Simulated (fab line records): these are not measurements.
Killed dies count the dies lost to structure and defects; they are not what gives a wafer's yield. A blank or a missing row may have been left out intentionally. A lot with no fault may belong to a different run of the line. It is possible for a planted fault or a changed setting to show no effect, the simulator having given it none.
Which tool is to blame? || flow sfq_line || 42 wafers from 14 lots sampled at 6 of the route's 325 steps

## WHAT THE GAUGES SHOWED, per wafer
No reading from a measuring or inspecting step in the record can be judged against a usual standard deviation.

## TOOL THAT RAN EACH LOT (tool first, then ch and the chambers of the sampled wafers, then the start)
{"lot": "L361", "SFQ_TRILAYER_I0_VIA_BARC_OPEN_VIA_ETCH_046": "rie_diel-03 ch 0,1,2, day 8 21:03", "SFQ_TRILAYER_I0_VIA_ETCH_VIA_ETCH_034": "rie_diel-03 ch 0,1,2, day 8 21:05", "SFQ_TRILAYER_M1_LITHO_EXPOSE_040": "krf_scanner-01 ch 0, day 10 23:37", "SFQ_TRILAYER_A5B_CMP_CMP_130": "cmp-02 ch 2,3, day 54 17:35", "SFQ_TRILAYER_I5_STRIP_STRIP_148": "rie_metal-03 ch 0,1, day 66 14:19", "SFQ_TRILAYER_I6_CMP_CMP_166": "cmp-01 ch 2,3, day 72 09:54"}
{"lot": "L362", "SFQ_TRILAYER_I0_VIA_BARC_OPEN_VIA_ETCH_046": "rie_diel-01 ch 0,1,3, day 9 00:39", "SFQ_TRILAYER_I0_VIA_ETCH_VIA_ETCH_034": "rie_diel-01 ch 0,1,3, day 9 00:41", "SFQ_TRILAYER_M1_LITHO_EXPOSE_040": "krf_scanner-01 ch 0, day 11 07:49", "SFQ_TRILAYER_A5B_CMP_CMP_130": "cmp-01 ch 0,2,3, day 54 18:18", "SFQ_TRILAYER_I5_STRIP_STRIP_148": "rie_metal-01 ch 0,1, day 66 15:19", "SFQ_TRILAYER_I6_CMP_CMP_166": "cmp-02 ch 1,2,3, day 72 11:23"}
{"lot": "L364", "SFQ_TRILAYER_I0_VIA_BARC_OPEN_VIA_ETCH_046": "rie_diel-03 ch 2,3, day 9 21:36", "SFQ_TRILAYER_I0_VIA_ETCH_VIA_ETCH_034": "rie_diel-03 ch 2,3, day 9 21:38", "SFQ_TRILAYER_M1_LITHO_EXPOSE_040": "krf_scanner-01 ch 0, day 11 20:01", "SFQ_TRILAYER_A5B_CMP_CMP_130": "cmp-01 ch 0,3, day 54 21:48", "SFQ_TRILAYER_I5_STRIP_STRIP_148": "rie_metal-01 ch 0,1, day 66 21:38", "SFQ_TRILAYER_I6_CMP_CMP_166": "cmp-02 ch 0,1,2, day 72 19:44"}
{"lot": "L365", "SFQ_TRILAYER_I0_VIA_BARC_OPEN_VIA_ETCH_046": "rie_diel-03 ch 0,2,3, day 10 02:24", "SFQ_TRILAYER_I0_VIA_ETCH_VIA_ETCH_034": "rie_diel-03 ch 0,2,3, day 10 02:26", "SFQ_TRILAYER_M1_LITHO_EXPOSE_040": "krf_scanner-01 ch 0, day 12 00:37", "SFQ_TRILAYER_A5B_CMP_CMP_130": "cmp-02 ch 1,2,3, day 55 00:05", "SFQ_TRILAYER_I5_STRIP_STRIP_148": "rie_metal-02 ch 0,1, day 66 22:38", "SFQ_TRILAYER_I6_CMP_CMP_166": "cmp-01 ch 2,3, day 72 19:26"}
{"lot": "L368", "SFQ_TRILAYER_I0_VIA_BARC_OPEN_VIA_ETCH_046": "rie_diel-02 ch 1,2, day 10 23:33", "SFQ_TRILAYER_I0_VIA_ETCH_VIA_ETCH_034": "rie_diel-02 ch 1,2, day 10 23:35", "SFQ_TRILAYER_M1_LITHO_EXPOSE_040": "krf_scanner-01 ch 0, day 12 21:01", "SFQ_TRILAYER_A5B_CMP_CMP_130": "cmp-01 ch 0,1,3, day 56 19:41", "SFQ_TRILAYER_I5_STRIP_STRIP_148": "rie_metal-01 ch 0,1, day 68 03:26", "SFQ_TRILAYER_I6_CMP_CMP_166": "cmp-02 ch 0,2,3, day 73 18:14"}
{"lot": "L369", "SFQ_TRILAYER_I0_VIA_BARC_OPEN_VIA_ETCH_046": "rie_diel-01 ch 0,1,3, day 11 04:21", "SFQ_TRILAYER_I0_VIA_ETCH_VIA_ETCH_034": "rie_diel-01 ch 0,1,3, day 11 04:23", "SFQ_TRILAYER_M1_LITHO_EXPOSE_040": "krf_scanner-01 ch 0, day 13 01:37", "SFQ_TRILAYER_A5B_CMP_CMP_130": "cmp-02 ch 0,2,3, day 58 06:31", "SFQ_TRILAYER_I5_STRIP_STRIP_148": "rie_metal-02 ch 0,1, day 69 07:44", "SFQ_TRILAYER_I6_CMP_CMP_166": "cmp-01 ch 0,1,2, day 79 05:32"}
{"lot": "L370", "SFQ_TRILAYER_I0_VIA_BARC_OPEN_VIA_ETCH_046": "rie_diel-02 ch 0,1,3, day 11 23:33", "SFQ_TRILAYER_I0_VIA_ETCH_VIA_ETCH_034": "rie_diel-02 ch 0,1,3, day 11 23:35", "SFQ_TRILAYER_M1_LITHO_EXPOSE_040": "krf_scanner-01 ch 0, day 14 02:19", "SFQ_TRILAYER_A5B_CMP_CMP_130": "cmp-02 ch 0,2,3, day 58 20:58", "SFQ_TRILAYER_I5_STRIP_STRIP_148": "rie_metal-03 ch 0,1, day 69 21:47", "SFQ_TRILAYER_I6_CMP_CMP_166": "cmp-02 ch 0,2, day 80 04:31"}
{"lot": "L372", "SFQ_TRILAYER_I0_VIA_BARC_OPEN_VIA_ETCH_046": "rie_diel-03 ch 0,3, day 12 13:57", "SFQ_TRILAYER_I0_VIA_ETCH_VIA_ETCH_034": "rie_diel-03 ch 0,3, day 12 13:59", "SFQ_TRILAYER_M1_LITHO_EXPOSE_040": "krf_scanner-01 ch 0, day 14 15:07", "SFQ_TRILAYER_A5B_CMP_CMP_130": "cmp-02 ch 0,3, day 59 05:56", "SFQ_TRILAYER_I5_STRIP_STRIP_148": "rie_metal-02 ch 1, day 70 14:33", "SFQ_TRILAYER_I6_CMP_CMP_166": "cmp-02 ch 1,3, day 80 18:41"}
{"lot": "L373", "SFQ_TRILAYER_I0_VIA_BARC_OPEN_VIA_ETCH_046": "rie_diel-02 ch 2,3, day 12 19:57", "SFQ_TRILAYER_I0_VIA_ETCH_VIA_ETCH_034": "rie_diel-02 ch 2,3, day 12 19:59", "SFQ_TRILAYER_M1_LITHO_EXPOSE_040": "krf_scanner-01 ch 0, day 14 21:19", "SFQ_TRILAYER_A5B_CMP_CMP_130": "cmp-02 ch 0,2, day 59 20:08", "SFQ_TRILAYER_I5_STRIP_STRIP_148": "rie_metal-03 ch 0,1, day 71 00:09", "SFQ_TRILAYER_I6_CMP_CMP_166": "cmp-02 ch 0,1,2, day 80 23:23"}
{"lot": "L374", "SFQ_TRILAYER_I0_VIA_BARC_OPEN_VIA_ETCH_046": "rie_diel-01 ch 0,1,2, day 13 01:57", "SFQ_TRILAYER_I0_VIA_ETCH_VIA_ETCH_034": "rie_diel-01 ch 0,1,2, day 13 01:59", "SFQ_TRILAYER_M1_LITHO_EXPOSE_040": "krf_scanner-01 ch 0, day 15 03:19", "SFQ_TRILAYER_A5B_CMP_CMP_130": "cmp-02 ch 0,1,2, day 59 22:38", "SFQ_TRILAYER_I5_STRIP_STRIP_148": "rie_metal-02 ch 1, day 71 06:21", "SFQ_TRILAYER_I6_CMP_CMP_166": "cmp-02 ch 0,1,3, day 81 05:02"}
{"lot": "L378", "SFQ_TRILAYER_I0_VIA_BARC_OPEN_VIA_ETCH_046": "rie_diel-01 ch 0,2, day 14 13:04", "SFQ_TRILAYER_I0_VIA_ETCH_VIA_ETCH_034": "rie_diel-01 ch 0,2, day 14 13:06", "SFQ_TRILAYER_M1_LITHO_EXPOSE_040": "krf_scanner-01, day 16 22:54", "SFQ_TRILAYER_A5B_CMP_CMP_130": "cmp-02 ch 0,2, day 60 15:03", "SFQ_TRILAYER_I5_STRIP_STRIP_148": "rie_metal-02 ch 0,1, day 72 07:21", "SFQ_TRILAYER_I6_CMP_CMP_166": "cmp-02 ch 1,2,3, day 81 18:02"}
{"lot": "L379", "SFQ_TRILAYER_I0_VIA_BARC_OPEN_VIA_ETCH_046": "rie_diel-01 ch 0,2, day 14 23:52", "SFQ_TRILAYER_I0_VIA_ETCH_VIA_ETCH_034": "rie_diel-01 ch 0,2, day 14 23:54", "SFQ_TRILAYER_M1_LITHO_EXPOSE_040": "krf_scanner-01, day 17 10:39", "SFQ_TRILAYER_A5B_CMP_CMP_130": "cmp-02 ch 0,2, day 60 23:51", "SFQ_TRILAYER_I5_STRIP_STRIP_148": "rie_metal-03 ch 0,1, day 72 15:45", "SFQ_TRILAYER_I6_CMP_CMP_166": "cmp-01 ch 1,2, day 81 19:20"}
{"lot": "L381", "SFQ_TRILAYER_I0_VIA_BARC_OPEN_VIA_ETCH_046": "rie_diel-01 ch 1,2,3, day 15 10:40", "SFQ_TRILAYER_I0_VIA_ETCH_VIA_ETCH_034": "rie_diel-01 ch 1,2,3, day 15 10:42", "SFQ_TRILAYER_M1_LITHO_EXPOSE_040": "krf_scanner-01 ch 0, day 17 21:15", "SFQ_TRILAYER_A5B_CMP_CMP_130": "cmp-01 ch 1,2,3, day 61 15:34", "SFQ_TRILAYER_I5_STRIP_STRIP_148": "rie_metal-01 ch 0, day 73 00:09", "SFQ_TRILAYER_I6_CMP_CMP_166": "cmp-01 ch 0,1,2, day 81 22:20"}
{"lot": "L382", "SFQ_TRILAYER_I0_VIA_BARC_OPEN_VIA_ETCH_046": "rie_diel-02 ch 1,2, day 15 23:26", "SFQ_TRILAYER_I0_VIA_ETCH_VIA_ETCH_034": "rie_diel-02 ch 1,2, day 15 23:28", "SFQ_TRILAYER_M1_LITHO_EXPOSE_040": "krf_scanner-01 ch 0, day 18 10:26", "SFQ_TRILAYER_A5B_CMP_CMP_130": "cmp-02 ch 0,1, day 61 22:53", "SFQ_TRILAYER_I5_STRIP_STRIP_148": "rie_metal-02 ch 0,1, day 73 07:21", "SFQ_TRILAYER_I6_CMP_CMP_166": "cmp-02 ch 0,3, day 82 03:08"}
- SFQ_TRILAYER_I0_VIA_BARC_OPEN_VIA_ETCH_046: etches BARC in O2, target depth 125 nm, time 41.7 s.
- SFQ_TRILAYER_I0_VIA_ETCH_VIA_ETCH_034: etches SiO2 in CHF3, stops on Nb, target depth 260 nm.
- SFQ_TRILAYER_M1_LITHO_EXPOSE_040: exposes mask M1, target cd 500 nm.
- SFQ_TRILAYER_A5B_CMP_CMP_130: polishes, stops on Nb, target thk 340.7 nm.
- SFQ_TRILAYER_I5_STRIP_STRIP_148: strips in O2.
- SFQ_TRILAYER_I6_CMP_CMP_166: polishes SiO2.

## WHAT THE TOOLS THEMSELVES READ (means of the sampled wafers that have a number; where no wafer has one, the mark that the record gives instead)
SFQ_TRILAYER_I0_VIA_BARC_OPEN_VIA_ETCH_046.
{"lot": "L361", "tool": "rie_diel-03", "bias_w (W)": 79.70, "chamber_pressure_mTorr (mTorr)": 30.00, "drypump_motor_current_A (A)": 5.8, "oes_product_au (a.u.)": 0.688}
{"lot": "L362", "tool": "rie_diel-01", "bias_w (W)": 79.96, "chamber_pressure_mTorr (mTorr)": 30.01, "drypump_motor_current_A (A)": 5.7, "oes_product_au (a.u.)": 0.689}
{"lot": "L364", "tool": "rie_diel-03", "bias_w (W)": 79.87, "chamber_pressure_mTorr (mTorr)": 30.01, "drypump_motor_current_A (A)": 5.5, "oes_product_au (a.u.)": 0.687}
{"lot": "L365", "tool": "rie_diel-03", "bias_w (W)": 80.19, "chamber_pressure_mTorr (mTorr)": 30.00, "drypump_motor_current_A (A)": 5.5, "oes_product_au (a.u.)": 0.683}
{"lot": "L368", "tool": "rie_diel-02", "bias_w (W)": 79.94, "chamber_pressure_mTorr (mTorr)": 30.01, "drypump_motor_current_A (A)": 5.8, "oes_product_au (a.u.)": 0.688}
{"lot": "L369", "tool": "rie_diel-01", "bias_w (W)": 79.75, "chamber_pressure_mTorr (mTorr)": 29.99, "drypump_motor_current_A (A)": 5.7, "oes_product_au (a.u.)": 0.684}
{"lot": "L370", "tool": "rie_diel-02", "bias_w (W)": 80.02, "chamber_pressure_mTorr (mTorr)": 30.01, "drypump_motor_current_A (A)": 5.4, "oes_product_au (a.u.)": 0.685}
{"lot": "L372", "tool": "rie_diel-03", "bias_w (W)": 80.24, "chamber_pressure_mTorr (mTorr)": 30.00, "drypump_motor_current_A (A)": 5.6, "oes_product_au (a.u.)": 0.687}
{"lot": "L373", "tool": "rie_diel-02", "bias_w (W)": 80.29, "chamber_pressure_mTorr (mTorr)": 30.01, "drypump_motor_current_A (A)": 5.9, "oes_product_au (a.u.)": 0.685}
{"lot": "L374", "tool": "rie_diel-01", "bias_w (W)": 79.84, "chamber_pressure_mTorr (mTorr)": 30.00, "drypump_motor_current_A (A)": 5.6, "oes_product_au (a.u.)": 0.684}
{"lot": "L378", "tool": "rie_diel-01", "bias_w (W)": "-", "chamber_pressure_mTorr (mTorr)": "-", "drypump_motor_current_A (A)": "-", "oes_product_au (a.u.)": "-"}
{"lot": "L379", "tool": "rie_diel-01", "bias_w (W)": "-", "chamber_pressure_mTorr (mTorr)": "-", "drypump_motor_current_A (A)": "-", "oes_product_au (a.u.)": "-"}
{"lot": "L381", "tool": "rie_diel-01", "bias_w (W)": 79.89, "chamber_pressure_mTorr (mTorr)": 29.97, "drypump_motor_current_A (A)": 5.9, "oes_product_au (a.u.)": 0.684}
{"lot": "L382", "tool": "rie_diel-02", "bias_w (W)": 80.09, "chamber_pressure_mTorr (mTorr)": 30.01, "drypump_motor_current_A (A)": 6.0, "oes_product_au (a.u.)": 0.685}

SFQ_TRILAYER_I0_VIA_ETCH_VIA_ETCH_034.
{"lot": "L361", "tool": "rie_diel-03", "bias_w (W)": 79.80, "chamber_pressure_mTorr (mTorr)": 29.979, "drypump_motor_current_A (A)": 5.8, "oes_product_au (a.u.)": 0.854}
{"lot": "L362", "tool": "rie_diel-01", "bias_w (W)": 80.13, "chamber_pressure_mTorr (mTorr)": 30.002, "drypump_motor_current_A (A)": 5.7, "oes_product_au (a.u.)": 0.852}
{"lot": "L364", "tool": "rie_diel-03", "bias_w (W)": 79.80, "chamber_pressure_mTorr (mTorr)": 29.972, "drypump_motor_current_A (A)": 5.4, "oes_product_au (a.u.)": 0.854}
{"lot": "L365", "tool": "rie_diel-03", "bias_w (W)": 80.14, "chamber_pressure_mTorr (mTorr)": 30.025, "drypump_motor_current_A (A)": 5.5, "oes_product_au (a.u.)": 0.853}
{"lot": "L368", "tool": "rie_diel-02", "bias_w (W)": 79.81, "chamber_pressure_mTorr (mTorr)": 30.010, "drypump_motor_current_A (A)": 5.7, "oes_product_au (a.u.)": 0.861}
{"lot": "L369", "tool": "rie_diel-01", "bias_w (W)": 79.95, "chamber_pressure_mTorr (mTorr)": 30.019, "drypump_motor_current_A (A)": 5.7, "oes_product_au (a.u.)": 0.858}
{"lot": "L370", "tool": "rie_diel-02", "bias_w (W)": 80.04, "chamber_pressure_mTorr (mTorr)": 30.008, "drypump_motor_current_A (A)": 5.4, "oes_product_au (a.u.)": 0.855}
{"lot": "L372", "tool": "rie_diel-03", "bias_w (W)": 80.10, "chamber_pressure_mTorr (mTorr)": 29.987, "drypump_motor_current_A (A)": 5.6, "oes_product_au (a.u.)": 0.858}
{"lot": "L373", "tool": "rie_diel-02", "bias_w (W)": 79.86, "chamber_pressure_mTorr (mTorr)": 29.984, "drypump_motor_current_A (A)": 5.9, "oes_product_au (a.u.)": 0.856}
{"lot": "L374", "tool": "rie_diel-01", "bias_w (W)": 79.89, "chamber_pressure_mTorr (mTorr)": 29.984, "drypump_motor_current_A (A)": 5.6, "oes_product_au (a.u.)": 0.849}
{"lot": "L378", "tool": "rie_diel-01", "bias_w (W)": 79.94, "chamber_pressure_mTorr (mTorr)": 29.988, "drypump_motor_current_A (A)": 5.3, "oes_product_au (a.u.)": 0.377}
{"lot": "L379", "tool": "rie_diel-01", "bias_w (W)": 80.21, "chamber_pressure_mTorr (mTorr)": 29.994, "drypump_motor_current_A (A)": 5.3, "oes_product_au (a.u.)": 0.372}
{"lot": "L381", "tool": "rie_diel-01", "bias_w (W)": 80.04, "chamber_pressure_mTorr (mTorr)": 29.981, "drypump_motor_current_A (A)": 5.9, "oes_product_au (a.u.)": 0.859}
{"lot": "L382", "tool": "rie_diel-02", "bias_w (W)": 80.00, "chamber_pressure_mTorr (mTorr)": 29.985, "drypump_motor_current_A (A)": 6.0, "oes_product_au (a.u.)": 0.852}

SFQ_TRILAYER_M1_LITHO_EXPOSE_040.
{"lot": "L361", "tool": "krf_scanner-01", "exposure_dose_mJ_cm2": 14.377, "focus_offset_nm (nm)": -0.9}
{"lot": "L362", "tool": "krf_scanner-01", "exposure_dose_mJ_cm2": 14.394, "focus_offset_nm (nm)": -0.2}
{"lot": "L364", "tool": "krf_scanner-01", "exposure_dose_mJ_cm2": 14.414, "focus_offset_nm (nm)": 0.3}
{"lot": "L365", "tool": "krf_scanner-01", "exposure_dose_mJ_cm2": 14.407, "focus_offset_nm (nm)": -0.0}
{"lot": "L368", "tool": "krf_scanner-01", "exposure_dose_mJ_cm2": 14.402, "focus_offset_nm (nm)": 0.2}
{"lot": "L369", "tool": "krf_scanner-01", "exposure_dose_mJ_cm2": 14.396, "focus_offset_nm (nm)": 0.2}
{"lot": "L370", "tool": "krf_scanner-01", "exposure_dose_mJ_cm2": 14.406, "focus_offset_nm (nm)": -0.1}
{"lot": "L372", "tool": "krf_scanner-01", "exposure_dose_mJ_cm2": 14.369, "focus_offset_nm (nm)": -0.0}
{"lot": "L373", "tool": "krf_scanner-01", "exposure_dose_mJ_cm2": 14.415, "focus_offset_nm (nm)": 0.8}
{"lot": "L374", "tool": "krf_scanner-01", "exposure_dose_mJ_cm2": 14.392, "focus_offset_nm (nm)": 0.4}
{"lot": "L378", "tool": "krf_scanner-01", "exposure_dose_mJ_cm2": "-", "focus_offset_nm (nm)": "-"}
{"lot": "L379", "tool": "krf_scanner-01", "exposure_dose_mJ_cm2": "-", "focus_offset_nm (nm)": "-"}
{"lot": "L381", "tool": "krf_scanner-01", "exposure_dose_mJ_cm2": 14.395, "focus_offset_nm (nm)": -0.3}
{"lot": "L382", "tool": "krf_scanner-01", "exposure_dose_mJ_cm2": 14.409, "focus_offset_nm (nm)": -0.0}

SFQ_TRILAYER_A5B_CMP_CMP_130.
{"lot": "L361", "tool": "cmp-02", "motor_current_A (A)": 9.5, "slurry_flow_ml_min": 150.1}
{"lot": "L362", "tool": "cmp-01", "motor_current_A (A)": 9.6, "slurry_flow_ml_min": 149.9}
{"lot": "L364", "tool": "cmp-01", "motor_current_A (A)": 9.5, "slurry_flow_ml_min": 149.6}
{"lot": "L365", "tool": "cmp-02", "motor_current_A (A)": 10.2, "slurry_flow_ml_min": 150.4}
{"lot": "L368", "tool": "cmp-01", "motor_current_A (A)": 10.4, "slurry_flow_ml_min": 150.2}
{"lot": "L369", "tool": "cmp-02", "motor_current_A (A)": 10.1, "slurry_flow_ml_min": 150.1}
{"lot": "L370", "tool": "cmp-02", "motor_current_A (A)": 9.7, "slurry_flow_ml_min": 150.3}
{"lot": "L372", "tool": "cmp-02", "motor_current_A (A)": 10.5, "slurry_flow_ml_min": 149.6}
{"lot": "L373", "tool": "cmp-02", "motor_current_A (A)": 9.4, "slurry_flow_ml_min": 150.0}
{"lot": "L374", "tool": "cmp-02", "motor_current_A (A)": 10.2, "slurry_flow_ml_min": 150.6}
{"lot": "L378", "tool": "cmp-02", "motor_current_A (A)": 9.4, "slurry_flow_ml_min": 149.8}
{"lot": "L379", "tool": "cmp-02", "motor_current_A (A)": 9.8, "slurry_flow_ml_min": 149.8}
{"lot": "L381", "tool": "cmp-01", "motor_current_A (A)": 11.0, "slurry_flow_ml_min": 150.6}
{"lot": "L382", "tool": "cmp-02", "motor_current_A (A)": 10.4, "slurry_flow_ml_min": 149.9}

SFQ_TRILAYER_I5_STRIP_STRIP_148.
{"lot": "L361", "tool": "rie_metal-03", "drypump_motor_current_A (A)": 5.8, "he_backside_leak_sccm (sccm)": 3.28, "oes_product_au (a.u.)": 1.005, "platen_temp_c (C)": 40.06}
{"lot": "L362", "tool": "rie_metal-01", "drypump_motor_current_A (A)": 6.3, "he_backside_leak_sccm (sccm)": 3.69, "oes_product_au (a.u.)": 0.993, "platen_temp_c (C)": 40.02}
{"lot": "L364", "tool": "rie_metal-01", "drypump_motor_current_A (A)": 6.3, "he_backside_leak_sccm (sccm)": 3.74, "oes_product_au (a.u.)": 0.989, "platen_temp_c (C)": 39.94}
{"lot": "L365", "tool": "rie_metal-02", "drypump_motor_current_A (A)": 4.9, "he_backside_leak_sccm (sccm)": 3.81, "oes_product_au (a.u.)": 0.998, "platen_temp_c (C)": 40.04}
{"lot": "L368", "tool": "rie_metal-01", "drypump_motor_current_A (A)": 6.5, "he_backside_leak_sccm (sccm)": 3.59, "oes_product_au (a.u.)": 0.997, "platen_temp_c (C)": 39.94}
{"lot": "L369", "tool": "rie_metal-02", "drypump_motor_current_A (A)": 5.0, "he_backside_leak_sccm (sccm)": 3.75, "oes_product_au (a.u.)": 0.995, "platen_temp_c (C)": 39.92}
{"lot": "L370", "tool": "rie_metal-03", "drypump_motor_current_A (A)": 5.8, "he_backside_leak_sccm (sccm)": 3.28, "oes_product_au (a.u.)": 1.003, "platen_temp_c (C)": 40.10}
{"lot": "L372", "tool": "rie_metal-02", "drypump_motor_current_A (A)": 5.2, "he_backside_leak_sccm (sccm)": 3.82, "oes_product_au (a.u.)": 0.985, "platen_temp_c (C)": 40.00}
{"lot": "L373", "tool": "rie_metal-03", "drypump_motor_current_A (A)": 5.8, "he_backside_leak_sccm (sccm)": 3.20, "oes_product_au (a.u.)": 1.000, "platen_temp_c (C)": 40.04}
{"lot": "L374", "tool": "rie_metal-02", "drypump_motor_current_A (A)": 5.3, "he_backside_leak_sccm (sccm)": 3.64, "oes_product_au (a.u.)": 0.993, "platen_temp_c (C)": 39.98}
{"lot": "L378", "tool": "rie_metal-02", "drypump_motor_current_A (A)": 5.1, "he_backside_leak_sccm (sccm)": 3.41, "oes_product_au (a.u.)": 1.001, "platen_temp_c (C)": 40.10}
{"lot": "L379", "tool": "rie_metal-03", "drypump_motor_current_A (A)": 5.8, "he_backside_leak_sccm (sccm)": 3.51, "oes_product_au (a.u.)": 1.002, "platen_temp_c (C)": 40.04}
{"lot": "L381", "tool": "rie_metal-01", "drypump_motor_current_A (A)": 6.5, "he_backside_leak_sccm (sccm)": 3.57, "oes_product_au (a.u.)": 1.002, "platen_temp_c (C)": 39.90}
{"lot": "L382", "tool": "rie_metal-02", "drypump_motor_current_A (A)": 5.0, "he_backside_leak_sccm (sccm)": 3.57, "oes_product_au (a.u.)": 0.994, "platen_temp_c (C)": 40.04}

SFQ_TRILAYER_I6_CMP_CMP_166.
{"lot": "L361", "tool": "cmp-01", "motor_current_A (A)": 10.0, "slurry_flow_ml_min": 150.1, "time_to_endpoint_s (s)": 215}
{"lot": "L362", "tool": "cmp-02", "motor_current_A (A)": 10.2, "slurry_flow_ml_min": 149.5, "time_to_endpoint_s (s)": 221}
{"lot": "L364", "tool": "cmp-02", "motor_current_A (A)": 10.2, "slurry_flow_ml_min": 150.0, "time_to_endpoint_s (s)": 223}
{"lot": "L365", "tool": "cmp-01", "motor_current_A (A)": 9.9, "slurry_flow_ml_min": 150.2, "time_to_endpoint_s (s)": 211}
{"lot": "L368", "tool": "cmp-02", "motor_current_A (A)": 10.1, "slurry_flow_ml_min": 149.8, "time_to_endpoint_s (s)": 224}
{"lot": "L369", "tool": "cmp-01", "motor_current_A (A)": 9.9, "slurry_flow_ml_min": 150.2, "time_to_endpoint_s (s)": 217}
{"lot": "L370", "tool": "cmp-02", "motor_current_A (A)": 10.2, "slurry_flow_ml_min": 149.5, "time_to_endpoint_s (s)": 223}
{"lot": "L372", "tool": "cmp-02", "motor_current_A (A)": 10.6, "slurry_flow_ml_min": 150.2, "time_to_endpoint_s (s)": 207}
{"lot": "L373", "tool": "cmp-02", "motor_current_A (A)": 10.1, "slurry_flow_ml_min": 149.9, "time_to_endpoint_s (s)": 216}
{"lot": "L374", "tool": "cmp-02", "motor_current_A (A)": 10.8, "slurry_flow_ml_min": 150.2, "time_to_endpoint_s (s)": 220}
{"lot": "L378", "tool": "cmp-02", "motor_current_A (A)": 10.2, "slurry_flow_ml_min": 150.0, "time_to_endpoint_s (s)": 221}
{"lot": "L379", "tool": "cmp-01", "motor_current_A (A)": 11.6, "slurry_flow_ml_min": 150.1, "time_to_endpoint_s (s)": 212}
{"lot": "L381", "tool": "cmp-01", "motor_current_A (A)": 10.1, "slurry_flow_ml_min": 150.2, "time_to_endpoint_s (s)": 214}
{"lot": "L382", "tool": "cmp-02", "motor_current_A (A)": 10.2, "slurry_flow_ml_min": 150.4, "time_to_endpoint_s (s)": 223}

## THE ANSWER, worked out from the rows above alone
Rule: the lots themselves supply what counts as usual. The widest of any qualifying gaps counts: lots, ordered by their means at a reading, are off when they make up no more than a third of the lots, leave a main group of 4 or more, and stand apart from it by 3 or more times the standard deviation of that group's means. The tables above print the reading to a certain number of digits; a main group whose means all agree to those digits is not used. Also off: a lot with no number at a reading for which 4 or more lots have one. Where the step has rows for the other lots, those lots are counted as sound. After the gauges, taken in route order, come the tools' own readings; for these a lot's mean is taken, as printed above. The first step at which some lot is off is used, and at that step the reading that is off furthest; a lot without a number counts as furthest.
Off: L378, L379 (SFQ_TRILAYER_I0_VIA_BARC_OPEN_VIA_ETCH_046, bias_w). Without a number there: L378, L379. For the main group the mean is 79.98 W and the standard deviation 0.18.
If a tool, at that step or one of the process steps before it, ran each lot that is off and ran no sound lot following the first of them, it fits. Of those tried, none fits.

## WHAT THE SIMULATOR HAD INSERTED
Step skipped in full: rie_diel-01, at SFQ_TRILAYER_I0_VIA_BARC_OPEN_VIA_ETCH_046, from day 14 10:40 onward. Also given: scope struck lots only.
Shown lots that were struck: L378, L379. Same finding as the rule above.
